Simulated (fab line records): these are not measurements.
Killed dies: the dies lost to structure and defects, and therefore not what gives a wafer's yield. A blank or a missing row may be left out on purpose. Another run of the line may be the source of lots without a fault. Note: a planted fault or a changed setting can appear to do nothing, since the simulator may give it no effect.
Which tool is to blame? / flow sky130 / Sampling: 24 lots, 72 wafers, 5 of 708 route steps

WHAT THE GAUGES READ, wafer by wafer
SKY_POLY_CUT_CD_MEAS_08: target cd 270 nm. Usual: cd-nm at 269.6 nm, with a standard deviation of 1.4.
lot=L074; measured=day 25 14:19; on=cd-sem-02; cd-nm (nm)=269.8 269.2 268.0; flag=
lot=L076; measured=day 25 17:55; on=cd-sem-02; cd-nm (nm)=268.0 267.7 268.9; flag=
lot=L075; measured=day 25 18:10; on=cd-sem-02; cd-nm (nm)=268.7 268.8 269.7; flag=
lot=L077; measured=day 25 18:20; on=cd-sem-02; cd-nm (nm)=268.4 270.1 269.5; flag=
lot=L078; measured=day 25 20:04; on=cd-sem-02; cd-nm (nm)=269.9 269.7 269.2; flag=
lot=L079; measured=day 25 20:11; on=cd-sem-02; cd-nm (nm)=266.1 266.6 266.9; flag=
lot=L080; measured=day 26 20:55; on=cd-sem-02; cd-nm (nm)=271.2 270.0 270.4; flag=
lot=L081; measured=day 26 22:25; on=cd-sem-02; cd-nm (nm)=269.9 270.6 270.5; flag=
lot=L082; measured=day 27 04:14; on=cd-sem-01; cd-nm (nm)=268.7 267.9 269.3; flag=
lot=L083; measured=day 27 09:41; on=cd-sem-01; cd-nm (nm)=268.6 269.0 268.6; flag=
lot=L085; measured=day 27 21:04; on=cd-sem-02; cd-nm (nm)=270.7 271.8 270.9; flag=
lot=L084; measured=day 28 00:07; on=cd-sem-01; cd-nm (nm)=271.3 269.1 270.7; flag=
lot=L086; measured=day 28 12:53; on=cd-sem-01; cd-nm (nm)=270.7 269.1 269.2; flag=
lot=L087; measured=day 28 14:47; on=cd-sem-02; cd-nm (nm)=268.9 269.6 270.7; flag=
lot=L088; measured=day 28 21:30; on=cd-sem-01; cd-nm (nm)=267.0 267.8 268.0; flag=
lot=L089; measured=day 29 06:44; on=cd-sem-01; cd-nm (nm)=272.2 271.4 272.9; flag=
lot=L090; measured=day 30 00:54; on=cd-sem-02; cd-nm (nm)=271.3 271.8 272.0; flag=
lot=L091; measured=day 30 03:26; on=cd-sem-01; cd-nm (nm)=270.1 269.1 270.3; flag=
lot=L092; measured=day 30 20:03; on=cd-sem-02; cd-nm (nm)=271.9 271.2 270.9; flag=
lot=L093; measured=day 30 20:32; on=cd-sem-01; cd-nm (nm)=268.6 267.9 267.8; flag=
lot=L094; measured=day 31 06:31; on=cd-sem-01; cd-nm (nm)=268.2 267.5 267.7; flag=
lot=L095; measured=day 31 10:12; on=cd-sem-01; cd-nm (nm)=271.3 271.4 271.7; flag=
lot=L096; measured=day 31 13:57; on=cd-sem-02; cd-nm (nm)=270.5 269.8 269.8; flag=
lot=L097; measured=day 32 01:47; on=cd-sem-01; cd-nm (nm)=267.9 269.5 268.7; flag=

SKY_VIA4_BOW_MEAS_03. Usual: VIA4_BOW typically reads 80 um, with standard deviation 8.
lot=L074; measured=day 42 18:25; on=film-metro-02; VIA4_BOW (um)=79 91 75; flag=
lot=L076; measured=day 43 00:01; on=film-metro-02; VIA4_BOW (um)=80 78 62; flag=
lot=L075; measured=day 43 01:25; on=film-metro-02; VIA4_BOW (um)=81 78 81; flag=
lot=L077; measured=day 43 00:17; on=film-metro-01; VIA4_BOW (um)=78 67 78; flag=
lot=L078; measured=day 43 03:37; on=film-metro-01; VIA4_BOW (um)=82 91 93; flag=
lot=L079; measured=day 43 04:29; on=film-metro-02; VIA4_BOW (um)=66 79 74; flag=
lot=L080; measured=day 43 19:46; on=film-metro-04; VIA4_BOW (um)=73 76 80; flag=
lot=L081; measured=day 43 23:05; on=film-metro-02; VIA4_BOW (um)=98 81 84; flag=
lot=L082; measured=day 44 03:29; on=film-metro-04; VIA4_BOW (um)=89 95 89; flag=
lot=L083; measured=day 44 05:25; on=film-metro-02; VIA4_BOW (um)=72 70 71; flag=
lot=L085; measured=day 44 12:56; on=film-metro-02; VIA4_BOW (um)=82 69 71; flag=
lot=L084; measured=day 44 14:05; on=film-metro-04; VIA4_BOW (um)=71 84 72; flag=
lot=L086; measured=day 45 04:56; on=film-metro-04; VIA4_BOW (um)=86 81 83; flag=
lot=L087; measured=day 45 06:04; on=film-metro-02; VIA4_BOW (um)=74 78 85; flag=
lot=L088; measured=day 45 09:04; on=film-metro-04; VIA4_BOW (um)=82 88 91; flag=
lot=L089; measured=day 45 14:42; on=film-metro-04; VIA4_BOW (um)=64 82 67; flag=
lot=L090; measured=day 46 07:11; on=film-metro-02; VIA4_BOW (um)=79 98 88; flag=
lot=L091; measured=day 46 10:25; on=film-metro-02; VIA4_BOW (um)=81 88 90; flag=
lot=L092; measured=day 47 04:55; on=film-metro-04; VIA4_BOW (um)=86 84 85; flag=
lot=L093; measured=day 47 05:37; on=film-metro-02; VIA4_BOW (um)=90 87 84; flag=
lot=L094; measured=day 47 06:21; on=film-metro-01; VIA4_BOW (um)=70 86 77; flag=
lot=L095; measured=day 47 07:34; on=film-metro-02; VIA4_BOW (um)=69 68 71; flag=
lot=L096; measured=day 47 10:28; on=film-metro-04; VIA4_BOW (um)=88 77 85; flag=
lot=L097; measured=day 47 20:47; on=film-metro-04; VIA4_BOW (um)=81 81 83; flag=

WHAT TOOL EACH LOT RAN ON (gives the tool, then ch and the chambers of the sampled wafers, and finally the start)
lot=L074; SKY_VIA2_STRIP_16=plasma-asher-03 ch 0,1, day 37 09:49; SKY_METAL3_ETCH_17=rie-diel-03 ch 0,1,2, day 39 14:20; SKY_METAL4_SPUTTER_01=pvd-sputter-01, day 40 17:55
lot=L076; SKY_VIA2_STRIP_16=plasma-asher-04 ch 0, day 37 15:46; SKY_METAL3_ETCH_17=rie-diel-04 ch 0,3, day 39 19:38; SKY_METAL4_SPUTTER_01=pvd-sputter-04, day 40 23:26
lot=L075; SKY_VIA2_STRIP_16=plasma-asher-02 ch 0,1, day 37 16:04; SKY_METAL3_ETCH_17=rie-diel-03 ch 1,2, day 39 20:29; SKY_METAL4_SPUTTER_01=pvd-sputter-01, day 41 00:20
lot=L077; SKY_VIA2_STRIP_16=plasma-asher-04 ch 0,1, day 37 16:16; SKY_METAL3_ETCH_17=rie-diel-04 ch 1,3, day 39 20:47; SKY_METAL4_SPUTTER_01=pvd-sputter-03, day 40 23:59
lot=L078; SKY_VIA2_STRIP_16=plasma-asher-02 ch 0,1, day 37 18:13; SKY_METAL3_ETCH_17=rie-diel-03 ch 0,1,3, day 39 22:17; SKY_METAL4_SPUTTER_01=pvd-sputter-04, day 41 02:17
lot=L079; SKY_VIA2_STRIP_16=plasma-asher-03 ch 0,1, day 37 19:01; SKY_METAL3_ETCH_17=rie-diel-02 ch 0,1,2, day 39 22:56; SKY_METAL4_SPUTTER_01=pvd-sputter-01, day 41 02:38
lot=L080; SKY_VIA2_STRIP_16=plasma-asher-03 ch 0,1, day 38 12:58; SKY_METAL3_ETCH_17=rie-diel-04 ch 0,1,2, day 40 16:59; SKY_METAL4_SPUTTER_01=pvd-sputter-04, day 41 19:11
lot=L081; SKY_VIA2_STRIP_16=plasma-asher-02 ch 0,1, day 38 15:04; SKY_METAL3_ETCH_17=rie-diel-04 ch 0,1,2, day 40 19:08; SKY_METAL4_SPUTTER_01=pvd-sputter-01, day 41 22:19
lot=L082; SKY_VIA2_STRIP_16=plasma-asher-03 ch 0,1, day 38 21:37; SKY_METAL3_ETCH_17=rie-diel-02 ch 0,1,2, day 41 01:26; SKY_METAL4_SPUTTER_01=pvd-sputter-03, day 42 03:17
lot=L083; SKY_VIA2_STRIP_16=plasma-asher-04 ch 0,1, day 38 22:37; SKY_METAL3_ETCH_17=rie-diel-04 ch 0,2,3, day 41 01:47; SKY_METAL4_SPUTTER_01=pvd-sputter-04, day 42 04:26
lot=L085; SKY_VIA2_STRIP_16=plasma-asher-02 ch 0,1, day 39 09:13; SKY_METAL3_ETCH_17=rie-diel-02 ch 0,2,3, day 41 11:11; SKY_METAL4_SPUTTER_01=pvd-sputter-03, day 42 13:26
lot=L084; SKY_VIA2_STRIP_16=plasma-asher-03 ch 0, day 39 09:34; SKY_METAL3_ETCH_17=rie-diel-03 ch 0,1,3, day 41 12:23; SKY_METAL4_SPUTTER_01=pvd-sputter-03, day 42 14:19
lot=L086; SKY_VIA2_STRIP_16=plasma-asher-04 ch 0,1, day 40 00:16; SKY_METAL3_ETCH_17=rie-diel-04 ch 0, day 42 03:08; SKY_METAL4_SPUTTER_01=pvd-sputter-03, day 43 05:16
lot=L087; SKY_VIA2_STRIP_16=plasma-asher-04 ch 0,1, day 40 01:43; SKY_METAL3_ETCH_17=rie-diel-03 ch 1,3, day 42 04:20; SKY_METAL4_SPUTTER_01=pvd-sputter-04, day 43 06:46
lot=L088; SKY_VIA2_STRIP_16=plasma-asher-03 ch 0,1, day 40 07:07; SKY_METAL3_ETCH_17=rie-diel-03 ch 0,1,2, day 42 08:47; SKY_METAL4_SPUTTER_01=pvd-sputter-01, day 43 10:34
lot=L089; SKY_VIA2_STRIP_16=plasma-asher-02 ch 0,1, day 40 13:56; SKY_METAL3_ETCH_17=rie-diel-03 ch 0,3, day 42 15:41; SKY_METAL4_SPUTTER_01=pvd-sputter-04, day 43 17:56
lot=L090; SKY_VIA2_STRIP_16=plasma-asher-03 ch 0,1, day 41 05:52; SKY_METAL3_ETCH_17=rie-diel-04 ch 0,1,2, day 43 06:47; SKY_METAL4_SPUTTER_01=pvd-sputter-03, day 44 08:38
lot=L091; SKY_VIA2_STRIP_16=plasma-asher-04 ch 0,1, day 41 10:16; SKY_METAL3_ETCH_17=rie-diel-04 ch 0,2, day 43 11:25; SKY_METAL4_SPUTTER_01=pvd-sputter-03, day 44 13:08
lot=L092; SKY_VIA2_STRIP_16=plasma-asher-02 ch 0,1, day 42 02:07; SKY_METAL3_ETCH_17=rie-diel-02 ch 0,2, day 44 02:28; SKY_METAL4_SPUTTER_01=pvd-sputter-01, day 45 07:33
lot=L093; SKY_VIA2_STRIP_16=plasma-asher-03 ch 0,1, day 42 03:55; SKY_METAL3_ETCH_17=rie-diel-04 ch 0,1,3, day 44 04:19; SKY_METAL4_SPUTTER_01=pvd-sputter-01, day 45 08:13
lot=L094; SKY_VIA2_STRIP_16=plasma-asher-03 ch 0,1, day 42 08:01; SKY_METAL3_ETCH_17=rie-diel-02 ch 1,3, day 44 08:38; SKY_METAL4_SPUTTER_01=pvd-sputter-01, day 45 09:13
lot=L095; SKY_VIA2_STRIP_16=plasma-asher-04 ch 0,1, day 42 11:49; SKY_METAL3_ETCH_17=rie-diel-04 ch 0,1, day 44 11:29; SKY_METAL4_SPUTTER_01=pvd-sputter-04, day 45 11:44
lot=L096; SKY_VIA2_STRIP_16=plasma-asher-04 ch 0,1, day 42 14:28; SKY_METAL3_ETCH_17=rie-diel-03 ch 0,1,2, day 44 13:59; SKY_METAL4_SPUTTER_01=pvd-sputter-01, day 45 13:47
lot=L097; SKY_VIA2_STRIP_16=plasma-asher-04 ch 0,1, day 43 01:06; SKY_METAL3_ETCH_17=rie-diel-03 ch 0,2,3, day 44 23:50; SKY_METAL4_SPUTTER_01=pvd-sputter-04, day 46 00:14
- SKY_VIA2_STRIP_16: strips in O2/N2.
- SKY_METAL3_ETCH_17: etches SiO2 in C4F8/O2/Ar, stops on TiN, time 3.9 s, target depth 15 nm.
- SKY_METAL4_SPUTTER_01: material TiN, target thk 20 nm, time 16.7 s.

AS READ BY THE TOOLS THEMSELVES (means over the sampled wafers that have a number; for cases with no such wafer, the mark the record gives instead)
SKY_VIA2_STRIP_16. Usual: drypump-motor-current-A 6.0 A, standard deviation 0.52; oes-product-au 0.398 a.u., standard deviation 0.0044; strip-time-to-endpoint-s 4.044 s, standard deviation 0.021.
lot=L074; tool=plasma-asher-03; drypump-motor-current-A (A)=5.5; oes-product-au (a.u.)=0.397; strip-time-to-endpoint-s (s)=4.072; flag=
lot=L076; tool=plasma-asher-04; drypump-motor-current-A (A)=5.7; oes-product-au (a.u.)=0.396; strip-time-to-endpoint-s (s)=4.059; flag=
lot=L075; tool=plasma-asher-02; drypump-motor-current-A (A)=6.3; oes-product-au (a.u.)=0.398; strip-time-to-endpoint-s (s)=4.027; flag=
lot=L077; tool=plasma-asher-04; drypump-motor-current-A (A)=6.0; oes-product-au (a.u.)=0.403; strip-time-to-endpoint-s (s)=4.050; flag=
lot=L078; tool=plasma-asher-02; drypump-motor-current-A (A)=6.3; oes-product-au (a.u.)=0.398; strip-time-to-endpoint-s (s)=4.059; flag=
lot=L079; tool=plasma-asher-03; drypump-motor-current-A (A)=5.6; oes-product-au (a.u.)=0.398; strip-time-to-endpoint-s (s)=4.034; flag=
lot=L080; tool=plasma-asher-03; drypump-motor-current-A (A)=5.6; oes-product-au (a.u.)=0.399; strip-time-to-endpoint-s (s)=4.035; flag=
lot=L081; tool=plasma-asher-02; drypump-motor-current-A (A)=6.5; oes-product-au (a.u.)=0.400; strip-time-to-endpoint-s (s)=4.050; flag=
lot=L082; tool=plasma-asher-03; drypump-motor-current-A (A)=5.5; oes-product-au (a.u.)=0.395; strip-time-to-endpoint-s (s)=3.999; flag=
lot=L083; tool=plasma-asher-04; drypump-motor-current-A (A)=6.3; oes-product-au (a.u.)=0.395; strip-time-to-endpoint-s (s)=4.016; flag=
lot=L085; tool=plasma-asher-02; drypump-motor-current-A (A)=6.3; oes-product-au (a.u.)=0.404; strip-time-to-endpoint-s (s)=4.055; flag=
lot=L084; tool=plasma-asher-03; drypump-motor-current-A (A)=5.8; oes-product-au (a.u.)=0.393; strip-time-to-endpoint-s (s)=4.053; flag=
lot=L086; tool=plasma-asher-04; drypump-motor-current-A (A)=6.3; oes-product-au (a.u.)=0.397; strip-time-to-endpoint-s (s)=4.062; flag=
lot=L087; tool=plasma-asher-04; drypump-motor-current-A (A)=6.3; oes-product-au (a.u.)=0.397; strip-time-to-endpoint-s (s)=4.023; flag=
lot=L088; tool=plasma-asher-03; drypump-motor-current-A (A)=5.5; oes-product-au (a.u.)=0.401; strip-time-to-endpoint-s (s)=4.041; flag=
lot=L089; tool=plasma-asher-02; drypump-motor-current-A (A)=6.6; oes-product-au (a.u.)=0.399; strip-time-to-endpoint-s (s)=4.038; flag=
lot=L090; tool=plasma-asher-03; drypump-motor-current-A (A)=5.5; oes-product-au (a.u.)=0.393; strip-time-to-endpoint-s (s)=4.036; flag=
lot=L091; tool=plasma-asher-04; drypump-motor-current-A (A)=6.3; oes-product-au (a.u.)=0.393; strip-time-to-endpoint-s (s)=4.025; flag=
lot=L092; tool=plasma-asher-02; drypump-motor-current-A (A)=6.3; oes-product-au (a.u.)=0.399; strip-time-to-endpoint-s (s)=4.072; flag=
lot=L093; tool=plasma-asher-03; drypump-motor-current-A (A)=5.5; oes-product-au (a.u.)=0.399; strip-time-to-endpoint-s (s)=4.064; flag=
lot=L094; tool=plasma-asher-03; drypump-motor-current-A (A)=5.5; oes-product-au (a.u.)=0.396; strip-time-to-endpoint-s (s)=4.051; flag=
lot=L095; tool=plasma-asher-04; drypump-motor-current-A (A)=6.0; oes-product-au (a.u.)=0.403; strip-time-to-endpoint-s (s)=4.058; flag=
lot=L096; tool=plasma-asher-04; drypump-motor-current-A (A)=6.0; oes-product-au (a.u.)=0.396; strip-time-to-endpoint-s (s)=4.039; flag=
lot=L097; tool=plasma-asher-04; drypump-motor-current-A (A)=6.3; oes-product-au (a.u.)=0.395; strip-time-to-endpoint-s (s)=4.021; flag=

SKY_METAL3_ETCH_17. Usual: oes-product-au at 0.758 a.u., with a standard deviation of 0.0068.
lot=L074; tool=rie-diel-03; oes-product-au (a.u.)=0.763; flag=
lot=L076; tool=rie-diel-04; oes-product-au (a.u.)=0.764; flag=
lot=L075; tool=rie-diel-03; oes-product-au (a.u.)=0.757; flag=
lot=L077; tool=rie-diel-04; oes-product-au (a.u.)=0.757; flag=
lot=L078; tool=rie-diel-03; oes-product-au (a.u.)=0.753; flag=
lot=L079; tool=rie-diel-02; oes-product-au (a.u.)=0.765; flag=
lot=L080; tool=rie-diel-04; oes-product-au (a.u.)=0.753; flag=
lot=L081; tool=rie-diel-04; oes-product-au (a.u.)=0.764; flag=
lot=L082; tool=rie-diel-02; oes-product-au (a.u.)=0.754; flag=
lot=L083; tool=rie-diel-04; oes-product-au (a.u.)=0.755; flag=
lot=L085; tool=rie-diel-02; oes-product-au (a.u.)=0.765; flag=
lot=L084; tool=rie-diel-03; oes-product-au (a.u.)=0.758; flag=
lot=L086; tool=rie-diel-04; oes-product-au (a.u.)=0.754; flag=
lot=L087; tool=rie-diel-03; oes-product-au (a.u.)=0.758; flag=
lot=L088; tool=rie-diel-03; oes-product-au (a.u.)=0.753; flag=
lot=L089; tool=rie-diel-03; oes-product-au (a.u.)=0.760; flag=
lot=L090; tool=rie-diel-04; oes-product-au (a.u.)=0.755; flag=
lot=L091; tool=rie-diel-04; oes-product-au (a.u.)=0.754; flag=
lot=L092; tool=rie-diel-02; oes-product-au (a.u.)=0.761; flag=
lot=L093; tool=rie-diel-04; oes-product-au (a.u.)=0.756; flag=
lot=L094; tool=rie-diel-02; oes-product-au (a.u.)=0.755; flag=
lot=L095; tool=rie-diel-04; oes-product-au (a.u.)=0.760; flag=
lot=L096; tool=rie-diel-03; oes-product-au (a.u.)=0.759; flag=
lot=L097; tool=rie-diel-03; oes-product-au (a.u.)=0.761; flag=

SKY_METAL4_SPUTTER_01. Usual: throttle-valve-pct at 30.0 %, with a standard deviation of 1.
lot=L074; tool=pvd-sputter-01; throttle-valve-pct (%)=30.4; flag=
lot=L076; tool=pvd-sputter-04; throttle-valve-pct (%)=29.7; flag=
lot=L075; tool=pvd-sputter-01; throttle-valve-pct (%)=30.5; flag=
lot=L077; tool=pvd-sputter-03; throttle-valve-pct (%)=30.2; flag=
lot=L078; tool=pvd-sputter-04; throttle-valve-pct (%)=30.0; flag=
lot=L079; tool=pvd-sputter-01; throttle-valve-pct (%)=30.4; flag=
lot=L080; tool=pvd-sputter-04; throttle-valve-pct (%)=29.3; flag=
lot=L081; tool=pvd-sputter-01; throttle-valve-pct (%)=30.5; flag=
lot=L082; tool=pvd-sputter-03; throttle-valve-pct (%)=30.1; flag=
lot=L083; tool=pvd-sputter-04; throttle-valve-pct (%)=29.3; flag=
lot=L085; tool=pvd-sputter-03; throttle-valve-pct (%)=30.4; flag=
lot=L084; tool=pvd-sputter-03; throttle-valve-pct (%)=30.2; flag=
lot=L086; tool=pvd-sputter-03; throttle-valve-pct (%)=29.8; flag=
lot=L087; tool=pvd-sputter-04; throttle-valve-pct (%)=28.9; flag=
lot=L088; tool=pvd-sputter-01; throttle-valve-pct (%)=30.4; flag=
lot=L089; tool=pvd-sputter-04; throttle-valve-pct (%)=29.3; flag=
lot=L090; tool=pvd-sputter-03; throttle-valve-pct (%)=29.3; flag=
lot=L091; tool=pvd-sputter-03; throttle-valve-pct (%)=29.4; flag=
lot=L092; tool=pvd-sputter-01; throttle-valve-pct (%)=30.5; flag=
lot=L093; tool=pvd-sputter-01; throttle-valve-pct (%)=30.6; flag=
lot=L094; tool=pvd-sputter-01; throttle-valve-pct (%)=30.6; flag=
lot=L095; tool=pvd-sputter-04; throttle-valve-pct (%)=30.0; flag=
lot=L096; tool=pvd-sputter-01; throttle-valve-pct (%)=30.3; flag=
lot=L097; tool=pvd-sputter-04; throttle-valve-pct (%)=28.2; flag=

THE ANSWER, worked out from the rows above alone
Rule: a lot is off if the mean of its wafers that have a number lies more than 3 standard deviations from the usual mean. Also off: a lot with no number at a reading for which 4 or more lots have one. All remaining lots with rows at the step are treated as sound. First the gauges in route order, then the tools' own readings, where a lot's mean is used as printed above. At the first step where some lot is off, the reading lying furthest off is the one used; lots without a number count as furthest.
No lot is off at any reading shown: from this, nothing can be told.

WHAT THE SIMULATOR HAD PUT IN
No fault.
